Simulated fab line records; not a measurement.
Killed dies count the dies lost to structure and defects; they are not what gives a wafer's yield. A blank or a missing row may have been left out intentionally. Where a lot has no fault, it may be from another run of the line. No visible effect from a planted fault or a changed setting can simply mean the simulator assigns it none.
What tool caused it? / flow sky130 / Sampling: 24 lots, 72 wafers, 4 of 708 route steps

== WHAT THE GAUGES SHOWED, per wafer ==
SKY_VIA1_THK_MEAS_23: measures by xrf. Usual: VIA1_W_THK gives 269 nm (standard deviation 4.8).
lot=L074; measured=day 33 21:49; on=film metro-04; VIA1_W_THK (nm)=270 261 260; flag=
lot=L075; measured=day 34 00:31; on=film metro-04; VIA1_W_THK (nm)=267 275 265; flag=
lot=L076; measured=day 34 18:47; on=film metro-01; VIA1_W_THK (nm)=264 260 264; flag=
lot=L077; measured=day 35 08:03; on=film metro-04; VIA1_W_THK (nm)=276 272 274; flag=
lot=L079; measured=day 35 22:04; on=film metro-01; VIA1_W_THK (nm)=273 271 268; flag=
lot=L078; measured=day 36 00:19; on=film metro-02; VIA1_W_THK (nm)=266 272 265; flag=
lot=L080; measured=day 36 09:42; on=film metro-02; VIA1_W_THK (nm)=267 264 266; flag=
lot=L081; measured=day 36 17:17; on=film metro-02; VIA1_W_THK (nm)=266 275 262; flag=
lot=L082; measured=day 36 17:37; on=film metro-01; VIA1_W_THK (nm)=262 263 261; flag=
lot=L083; measured=day 36 17:44; on=film metro-04; VIA1_W_THK (nm)=265 269 267; flag=
lot=L084; measured=day 37 07:13; on=film metro-04; VIA1_W_THK (nm)=263 263 266; flag=
lot=L085; measured=day 37 16:47; on=film metro-02; VIA1_W_THK (nm)=274 273 270; flag=
lot=L086; measured=day 37 20:48; on=film metro-04; VIA1_W_THK (nm)=263 267 264; flag=
lot=L087; measured=day 38 12:50; on=film metro-01; VIA1_W_THK (nm)=265 265 267; flag=
lot=L088; measured=day 38 14:34; on=film metro-04; VIA1_W_THK (nm)=265 279 266; flag=
lot=L089; measured=day 38 20:46; on=film metro-02; VIA1_W_THK (nm)=271 270 270; flag=
lot=L090; measured=day 39 06:18; on=film metro-02; VIA1_W_THK (nm)=275 276 277; flag=
lot=L092; measured=day 40 00:06; on=film metro-04; VIA1_W_THK (nm)=275 269 275; flag=
lot=L091; measured=day 40 05:34; on=film metro-01; VIA1_W_THK (nm)=268 266 267; flag=
lot=L093; measured=day 40 05:55; on=film metro-02; VIA1_W_THK (nm)=273 272 273; flag=
lot=L094; measured=day 40 07:04; on=film metro-02; VIA1_W_THK (nm)=263 264 265; flag=
lot=L095; measured=day 40 16:53; on=film metro-04; VIA1_W_THK (nm)=273 275 273; flag=
lot=L096; measured=day 40 20:31; on=film metro-04; VIA1_W_THK (nm)=269 267 269; flag=
lot=L097; measured=day 41 00:17; on=film metro-04; VIA1_W_THK (nm)=270 269 270; flag=

== EACH LOT AND THE TOOL THAT RAN IT (in order: tool; ch and the chambers of the sampled wafers; start) ==
lot=L074; SKY_CONTACT_SPUTTER_23=pvd sputter-04, day 31 11:44; SKY_METAL1_SPUTTER_02=pvd sputter-02, day 31 12:26; SKY_VIA1_SPUTTER_20=pvd sputter-04, day 33 21:32
lot=L075; SKY_CONTACT_SPUTTER_23=pvd sputter-02, day 31 13:49; SKY_METAL1_SPUTTER_02=pvd sputter-02, day 31 14:31; SKY_VIA1_SPUTTER_20=pvd sputter-04, day 34 00:14
lot=L076; SKY_CONTACT_SPUTTER_23=pvd sputter-02, day 32 09:43; SKY_METAL1_SPUTTER_02=pvd sputter-02, day 32 10:25; SKY_VIA1_SPUTTER_20=pvd sputter-04, day 34 18:31
lot=L077; SKY_CONTACT_SPUTTER_23=pvd sputter-02, day 32 22:53; SKY_METAL1_SPUTTER_02=pvd sputter-04, day 32 23:35; SKY_VIA1_SPUTTER_20=pvd sputter-03, day 35 07:46
lot=L079; SKY_CONTACT_SPUTTER_23=pvd sputter-03, day 33 13:44; SKY_METAL1_SPUTTER_02=pvd sputter-04, day 33 14:26; SKY_VIA1_SPUTTER_20=pvd sputter-04, day 35 21:47
lot=L078; SKY_CONTACT_SPUTTER_23=pvd sputter-02, day 33 15:29; SKY_METAL1_SPUTTER_02=pvd sputter-04, day 33 16:11; SKY_VIA1_SPUTTER_20=pvd sputter-03, day 36 00:01
lot=L080; SKY_CONTACT_SPUTTER_23=pvd sputter-02, day 34 00:38; SKY_METAL1_SPUTTER_02=pvd sputter-04, day 34 01:20; SKY_VIA1_SPUTTER_20=pvd sputter-04, day 36 09:26
lot=L081; SKY_CONTACT_SPUTTER_23=pvd sputter-02, day 34 07:58; SKY_METAL1_SPUTTER_02=pvd sputter-04, day 34 08:40; SKY_VIA1_SPUTTER_20=pvd sputter-03, day 36 16:59
lot=L082; SKY_CONTACT_SPUTTER_23=pvd sputter-02, day 34 09:07; SKY_METAL1_SPUTTER_02=pvd sputter-04, day 34 09:49; SKY_VIA1_SPUTTER_20=pvd sputter-01, day 36 17:20
lot=L083; SKY_CONTACT_SPUTTER_23=pvd sputter-02, day 34 10:13; SKY_METAL1_SPUTTER_02=pvd sputter-04, day 34 10:55; SKY_VIA1_SPUTTER_20=pvd sputter-04, day 36 17:28
lot=L084; SKY_CONTACT_SPUTTER_23=pvd sputter-02, day 34 22:16; SKY_METAL1_SPUTTER_02=pvd sputter-04, day 34 22:59; SKY_VIA1_SPUTTER_20=pvd sputter-04, day 37 06:56
lot=L085; SKY_CONTACT_SPUTTER_23=pvd sputter-03, day 35 08:30; SKY_METAL1_SPUTTER_02=pvd sputter-01, day 35 09:13; SKY_VIA1_SPUTTER_20=pvd sputter-01, day 37 16:31
lot=L086; SKY_CONTACT_SPUTTER_23=pvd sputter-04, day 35 14:06; SKY_METAL1_SPUTTER_02=pvd sputter-01, day 35 14:55; SKY_VIA1_SPUTTER_20=pvd sputter-03, day 37 20:31
lot=L087; SKY_CONTACT_SPUTTER_23=pvd sputter-03, day 36 06:10; SKY_METAL1_SPUTTER_02=pvd sputter-02, day 36 06:52; SKY_VIA1_SPUTTER_20=pvd sputter-03, day 38 12:34
lot=L088; SKY_CONTACT_SPUTTER_23=pvd sputter-03, day 36 07:41; SKY_METAL1_SPUTTER_02=pvd sputter-04, day 36 08:23; SKY_VIA1_SPUTTER_20=pvd sputter-04, day 38 14:17
lot=L089; SKY_CONTACT_SPUTTER_23=pvd sputter-02, day 36 14:14; SKY_METAL1_SPUTTER_02=pvd sputter-04, day 36 14:56; SKY_VIA1_SPUTTER_20=pvd sputter-03, day 38 20:28
lot=L090; SKY_CONTACT_SPUTTER_23=pvd sputter-03, day 36 23:56; SKY_METAL1_SPUTTER_02=pvd sputter-02, day 37 00:38; SKY_VIA1_SPUTTER_20=pvd sputter-04, day 39 06:01
lot=L092; SKY_CONTACT_SPUTTER_23=pvd sputter-04, day 37 18:15; SKY_METAL1_SPUTTER_02=pvd sputter-04, day 37 18:56; SKY_VIA1_SPUTTER_20=pvd sputter-04, day 39 23:49
lot=L091; SKY_CONTACT_SPUTTER_23=pvd sputter-02, day 37 23:14; SKY_METAL1_SPUTTER_02=pvd sputter-02, day 37 23:55; SKY_VIA1_SPUTTER_20=pvd sputter-04, day 40 05:17
lot=L093; SKY_CONTACT_SPUTTER_23=pvd sputter-04, day 37 23:32; SKY_METAL1_SPUTTER_02=pvd sputter-01, day 38 00:14; SKY_VIA1_SPUTTER_20=pvd sputter-03, day 40 05:38
lot=L094; SKY_CONTACT_SPUTTER_23=pvd sputter-03, day 38 01:21; SKY_METAL1_SPUTTER_02=pvd sputter-02, day 38 02:02; SKY_VIA1_SPUTTER_20=pvd sputter-04, day 40 06:47
lot=L095; SKY_CONTACT_SPUTTER_23=pvd sputter-03, day 38 10:54; SKY_METAL1_SPUTTER_02=pvd sputter-01, day 38 11:36; SKY_VIA1_SPUTTER_20=pvd sputter-04, day 40 16:37
lot=L096; SKY_CONTACT_SPUTTER_23=pvd sputter-04, day 38 15:20; SKY_METAL1_SPUTTER_02=pvd sputter-04, day 38 16:02; SKY_VIA1_SPUTTER_20=pvd sputter-04, day 40 20:14
lot=L097; SKY_CONTACT_SPUTTER_23=pvd sputter-04, day 38 19:23; SKY_METAL1_SPUTTER_02=pvd sputter-02, day 38 20:07; SKY_VIA1_SPUTTER_20=pvd sputter-03, day 41 00:01
- SKY_CONTACT_SPUTTER_23: material TiN, target thk 20 nm, time 80 s.
- SKY_METAL1_SPUTTER_02: material AlCu, target thk 250 nm, time 13.3 s.
- SKY_VIA1_SPUTTER_20: material TiN, target thk 20 nm, time 80 s.

== AS READ BY THE TOOLS THEMSELVES (means over the sampled wafers that have a number; for cases with no such wafer, the mark the record gives instead) ==
SKY_CONTACT_SPUTTER_23. Usual: throttle valve pct 29.7 %, standard deviation 0.81.
lot=L074; tool=pvd sputter-04; throttle valve pct (%)=30.6; flag=
lot=L075; tool=pvd sputter-02; throttle valve pct (%)=29.1; flag=
lot=L076; tool=pvd sputter-02; throttle valve pct (%)=29.0; flag=
lot=L077; tool=pvd sputter-02; throttle valve pct (%)=29.0; flag=
lot=L079; tool=pvd sputter-03; throttle valve pct (%)=29.8; flag=
lot=L078; tool=pvd sputter-02; throttle valve pct (%)=28.9; flag=
lot=L080; tool=pvd sputter-02; throttle valve pct (%)=29.0; flag=
lot=L081; tool=pvd sputter-02; throttle valve pct (%)=29.1; flag=
lot=L082; tool=pvd sputter-02; throttle valve pct (%)=28.8; flag=
lot=L083; tool=pvd sputter-02; throttle valve pct (%)=29.1; flag=
lot=L084; tool=pvd sputter-02; throttle valve pct (%)=29.2; flag=
lot=L085; tool=pvd sputter-03; throttle valve pct (%)=30.0; flag=
lot=L086; tool=pvd sputter-04; throttle valve pct (%)=30.5; flag=
lot=L087; tool=pvd sputter-03; throttle valve pct (%)=29.9; flag=
lot=L088; tool=pvd sputter-03; throttle valve pct (%)=30.1; flag=
lot=L089; tool=pvd sputter-02; throttle valve pct (%)=29.1; flag=
lot=L090; tool=pvd sputter-03; throttle valve pct (%)=29.8; flag=
lot=L092; tool=pvd sputter-04; throttle valve pct (%)=30.9; flag=
lot=L091; tool=pvd sputter-02; throttle valve pct (%)=28.9; flag=
lot=L093; tool=pvd sputter-04; throttle valve pct (%)=30.6; flag=
lot=L094; tool=pvd sputter-03; throttle valve pct (%)=29.9; flag=
lot=L095; tool=pvd sputter-03; throttle valve pct (%)=30.3; flag=
lot=L096; tool=pvd sputter-04; throttle valve pct (%)=30.4; flag=
lot=L097; tool=pvd sputter-04; throttle valve pct (%)=30.7; flag=

SKY_METAL1_SPUTTER_02. Usual: throttle valve pct 30.1 %, standard deviation 0.92.
lot=L074; tool=pvd sputter-02; throttle valve pct (%)=29.2; flag=
lot=L075; tool=pvd sputter-02; throttle valve pct (%)=29.1; flag=
lot=L076; tool=pvd sputter-02; throttle valve pct (%)=29.2; flag=
lot=L077; tool=pvd sputter-04; throttle valve pct (%)=31.1; flag=
lot=L079; tool=pvd sputter-04; throttle valve pct (%)=30.4; flag=
lot=L078; tool=pvd sputter-04; throttle valve pct (%)=30.6; flag=
lot=L080; tool=pvd sputter-04; throttle valve pct (%)=30.6; flag=
lot=L081; tool=pvd sputter-04; throttle valve pct (%)=30.7; flag=
lot=L082; tool=pvd sputter-04; throttle valve pct (%)=30.9; flag=
lot=L083; tool=pvd sputter-04; throttle valve pct (%)=30.6; flag=
lot=L084; tool=pvd sputter-04; throttle valve pct (%)=31.1; flag=
lot=L085; tool=pvd sputter-01; throttle valve pct (%)=30.2; flag=
lot=L086; tool=pvd sputter-01; throttle valve pct (%)=30.1; flag=
lot=L087; tool=pvd sputter-02; throttle valve pct (%)=28.9; flag=
lot=L088; tool=pvd sputter-04; throttle valve pct (%)=30.7; flag=
lot=L089; tool=pvd sputter-04; throttle valve pct (%)=30.0; flag=
lot=L090; tool=pvd sputter-02; throttle valve pct (%)=29.0; flag=
lot=L092; tool=pvd sputter-04; throttle valve pct (%)=31.0; flag=
lot=L091; tool=pvd sputter-02; throttle valve pct (%)=29.1; flag=
lot=L093; tool=pvd sputter-01; throttle valve pct (%)=30.7; flag=
lot=L094; tool=pvd sputter-02; throttle valve pct (%)=29.0; flag=
lot=L095; tool=pvd sputter-01; throttle valve pct (%)=30.4; flag=
lot=L096; tool=pvd sputter-04; throttle valve pct (%)=31.2; flag=
lot=L097; tool=pvd sputter-02; throttle valve pct (%)=29.0; flag=

SKY_VIA1_SPUTTER_20. Usual: throttle valve pct 30.4 %, standard deviation 0.71.
lot=L074; tool=pvd sputter-04; throttle valve pct (%)=30.5; flag=
lot=L075; tool=pvd sputter-04; throttle valve pct (%)=30.6; flag=
lot=L076; tool=pvd sputter-04; throttle valve pct (%)=30.5; flag=
lot=L077; tool=pvd sputter-03; throttle valve pct (%)=29.9; flag=
lot=L079; tool=pvd sputter-04; throttle valve pct (%)=31.1; flag=
lot=L078; tool=pvd sputter-03; throttle valve pct (%)=29.8; flag=
lot=L080; tool=pvd sputter-04; throttle valve pct (%)=30.9; flag=
lot=L081; tool=pvd sputter-03; throttle valve pct (%)=30.2; flag=
lot=L082; tool=pvd sputter-01; throttle valve pct (%)=29.8; flag=
lot=L083; tool=pvd sputter-04; throttle valve pct (%)=31.0; flag=
lot=L084; tool=pvd sputter-04; throttle valve pct (%)=30.6; flag=
lot=L085; tool=pvd sputter-01; throttle valve pct (%)=30.3; flag=
lot=L086; tool=pvd sputter-03; throttle valve pct (%)=30.1; flag=
lot=L087; tool=pvd sputter-03; throttle valve pct (%)=30.0; flag=
lot=L088; tool=pvd sputter-04; throttle valve pct (%)=30.7; flag=
lot=L089; tool=pvd sputter-03; throttle valve pct (%)=29.5; flag=
lot=L090; tool=pvd sputter-04; throttle valve pct (%)=30.5; flag=
lot=L092; tool=pvd sputter-04; throttle valve pct (%)=30.8; flag=
lot=L091; tool=pvd sputter-04; throttle valve pct (%)=30.4; flag=
lot=L093; tool=pvd sputter-03; throttle valve pct (%)=29.4; flag=
lot=L094; tool=pvd sputter-04; throttle valve pct (%)=30.7; flag=
lot=L095; tool=pvd sputter-04; throttle valve pct (%)=30.7; flag=
lot=L096; tool=pvd sputter-04; throttle valve pct (%)=30.5; flag=
lot=L097; tool=pvd sputter-03; throttle valve pct (%)=29.8; flag=

== THE ANSWER, worked out from the rows above alone ==
Rule: take the mean of a lot's wafers that have a number; if it is more than 3 standard deviations from the usual mean, the lot is off. Also off: a lot with no number at a reading for which 4 or more lots have one. Any other lot the step has rows for is counted as sound. First the gauges in route order, then the tools' own readings, where a lot's mean is used as printed above. The first step at which some lot is off is used, and at that step the reading that is off furthest; a lot without a number counts as furthest.
Nothing can be told from this: no lot is off at any reading shown.

== WHAT THE SIMULATOR PUT IN ==
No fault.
